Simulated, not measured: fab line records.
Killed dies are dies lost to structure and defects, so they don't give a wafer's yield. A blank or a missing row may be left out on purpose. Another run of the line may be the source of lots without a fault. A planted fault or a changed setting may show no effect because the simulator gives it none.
Matching of chambers / flow gf180mcu / rie_diel-01 running GF_V4_ETCH_17: 4 sister chambers
The step etches SiO2 in C4F8/O2/Ar, stops on TiN, target depth 630 nm. 4 wafers are shown with their chamber, then 7 later ones without.

== WAFERS WITH THEIR CHAMBER ==
wafer=L319.2; chamber=3; oes_product_au (a.u.)=0.855
wafer=L319.4; chamber=2; oes_product_au (a.u.)=0.867
wafer=L322.1; chamber=1; oes_product_au (a.u.)=0.857
wafer=L322.3; chamber=0; oes_product_au (a.u.)=0.859

== WAFERS WITH NO CHAMBER GIVEN ==
wafer=L322.6; oes_product_au (a.u.)=0.857
wafer=L323.1; oes_product_au (a.u.)=0.859
wafer=L323.2; oes_product_au (a.u.)=0.854
wafer=L323.6; oes_product_au (a.u.)=0.858
wafer=L332.1; oes_product_au (a.u.)=0.861
wafer=L332.2; oes_product_au (a.u.)=0.850
wafer=L332.5; oes_product_au (a.u.)=0.849

== WHICH CHAMBER EACH ONE RAN IN ==
wafer=L322.6; from the rows above=can't be placed: 1 or 0 or 3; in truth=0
wafer=L323.1; from the rows above=can't be placed: 0 or 1 or 3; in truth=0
wafer=L323.2; from the rows above=can't be placed: 3 or 1 or 0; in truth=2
wafer=L323.6; from the rows above=can't be placed: 0 or 1 or 3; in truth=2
wafer=L332.1; from the rows above=can't be placed: 0 or 1 or 2 or 3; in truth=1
wafer=L332.2; from the rows above=can't be placed: 3 or 1 or 0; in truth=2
wafer=L332.5; from the rows above=can't be placed: 3 or 1 or 0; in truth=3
Correctly placed: 0 of 7. Not placeable from these rows: 7 (in 4, the candidates include the true chamber). Placed wrongly: 0.
How it was worked out, from the rows above alone: a wafer's distance from a chamber is the root of the sum, over the readings, of the square of ((its reading less the chamber's mean) divided by the reading's scatter). If the next closest chamber is less than 2 further off than the closest, the wafer can't be placed; otherwise it belongs to the closest. A chamber's mean is the mean of its shown wafers. The scatter: root of mean squared gap, hidden wafer to nearest shown wafer, with one shown wafer a chamber.
